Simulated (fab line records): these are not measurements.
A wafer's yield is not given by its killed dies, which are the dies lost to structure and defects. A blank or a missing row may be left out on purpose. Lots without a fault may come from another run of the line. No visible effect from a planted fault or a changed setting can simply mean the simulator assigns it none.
Comparing a struck lot with a sound one :: flow sky130 :: 16 out of 708 route steps
Sound: the wafers L977.1, L977.3, L977.4. Wafers L987.2, L987.4, L987.6 were the ones struck. At the end, the cause is stated.
Order at every step that has rows: each side's tool, ch and its chambers, its first start. Under that, the readings that differ: sound wafers :: struck wafers :: difference of the means :: sigmas: that difference in standard deviations of wafers without a fault.
alike: words and numbers the same on both sides, and readings whose means are apart by under 2 such deviations; not compared: readings that were withheld, readings missing a value for some wafer, numbers with overlapping values and no deviation given by the record, and bounds like >300 which may hide the same value.
A row with sigmas, a row that says differs or no value, or rows on one side alone: a step with any of these is where the two part. Numbers that have no deviation but don't overlap get no sigmas and don't part them. Lack of a reading on every wafer of one side parts them only where that side has two or more wafers.

SKY_GATE_OXIDE_TW_MEAS_14:
  sound on filmMetro-02, day 14 06:02; struck on filmMetro-04, day 17 19:22
  alike: GATE_OXIDE_TW
then, 3 steps without rows for these wafers: SKY_GATE_OXIDE_CLEAN_15 (cleans in SC1/SC2, time 150 s); SKY_GATE_OXIDE_OXIDATION_16 (stabilise 600 s, purge 300 s, target thk 3.57 nm); SKY_POLY_GATE_CVD_00 (deposits poly-Si, target thk 180 nm, time 720 s).
SKY_POLY_GATE_THK_MEAS_01:
  sound on filmMetro-03, day 14 08:52; struck on filmMetro-03, day 17 23:50
reading: POLY_GATE_CVD_00_THK (nm)
sound: 182.5 181.4 181.7
struck: 178.9 178.2 178.6
difference: -3.3
sigmas: -2
then, 7 steps without rows for these wafers: SKY_RES_PROTECT_DEHYDRATE_00 (time 60 s); SKY_RES_PROTECT_HMDS_01 (prime time 60 s); SKY_RES_PROTECT_COAT_02 (resist thk 1140 nm); SKY_RES_PROTECT_SOFTBAKE_03 (time 60 s); SKY_RES_PROTECT_EXPOSE_04 (exposes mask RPM, target cd 1270 nm); SKY_RES_PROTECT_PEB_05; SKY_RES_PROTECT_DEVELOP_06 (develop time 60 s).
SKY_POLY_GATE_IMPLANT_02:
  sound on implanter-02 ch 0, day 15 11:43; struck on implanter-01 ch 0, day 19 06:07
reading: beamOnS (s)
sound: 36 38 38
struck: 47 48 47
difference: +10
sigmas: +3

reading: doseIonsCm2
sound: 7.692e+15 7.695e+15 7.701e+15
struck: 1.19e+16 1.1895e+16 1.1898e+16
difference: +4.20e+15
sigmas: +99 or more
SKY_RES_PROTECT_STRIP_07: strips in O2/N2.
  sound on plasmaAsher-02 ch 0,1, day 15 11:52; struck on plasmaAsher-02 ch 0,1, day 19 06:14
reading: oesProductAu (a.u.)
sound: 0.512 0.516 0.511
struck: 0.497 0.494 0.494
difference: -0.018
sigmas: -4

reading: stripTimeToEndpointS (s)
sound: 23.26 23.32 23.29
struck: 24.84 24.81 24.81
difference: +1.53
sigmas: +43
  alike: drypumpMotorCurrentA
  not compared: rfHoursCounterH
SKY_RES_PROTECT_TW_MEAS_08:
  sound on filmMetro-01, day 15 11:58; struck on filmMetro-02, day 19 06:21
  alike: POLY_GATE_TW
-- the record jumps here: 29 days lie between the struck wafers' starts before and after (it left off in module RES_PROTECT and takes up again in module PAD_OPEN, whose first step shown is number 708 of the route) --
SKY_PAD_OPEN_PROBE_99:
  sound on prober-01, day 45 19:35; struck on prober-01, day 48 14:28
reading: model.etest.resPoly.lineOhmUm
sound: 486.6 483.1 471.5
struck: 403.7 408.4 399.6
difference: -76.5
sigmas: 

reading: model.etest.liconPoly.rcOhm
sound: 151.3 148.9 148.7
struck: 119.5 110.2 114.1
difference: -35.0
sigmas: 

reading: model.etest.resPoly.rsOhmSq
sound: 47.72 48.54 47.68
struck: 38.29 38.45 38.09
difference: -9.70
sigmas: 
  alike: killed_at_M0_to_M3, killed_at_M4_up, killedAtContacts, killedAtFrontEnd, killedAtOther, killedDies, killedOpen, killedShort

== WHERE THEY PART ==
At SKY_POLY_GATE_THK_MEAS_01 first; at SKY_RES_PROTECT_STRIP_07 last (within this record only). Later steps at which nothing parts them and some readings are alike: SKY_RES_PROTECT_TW_MEAS_08, SKY_PAD_OPEN_PROBE_99.

WHY: what had been put in by the simulator
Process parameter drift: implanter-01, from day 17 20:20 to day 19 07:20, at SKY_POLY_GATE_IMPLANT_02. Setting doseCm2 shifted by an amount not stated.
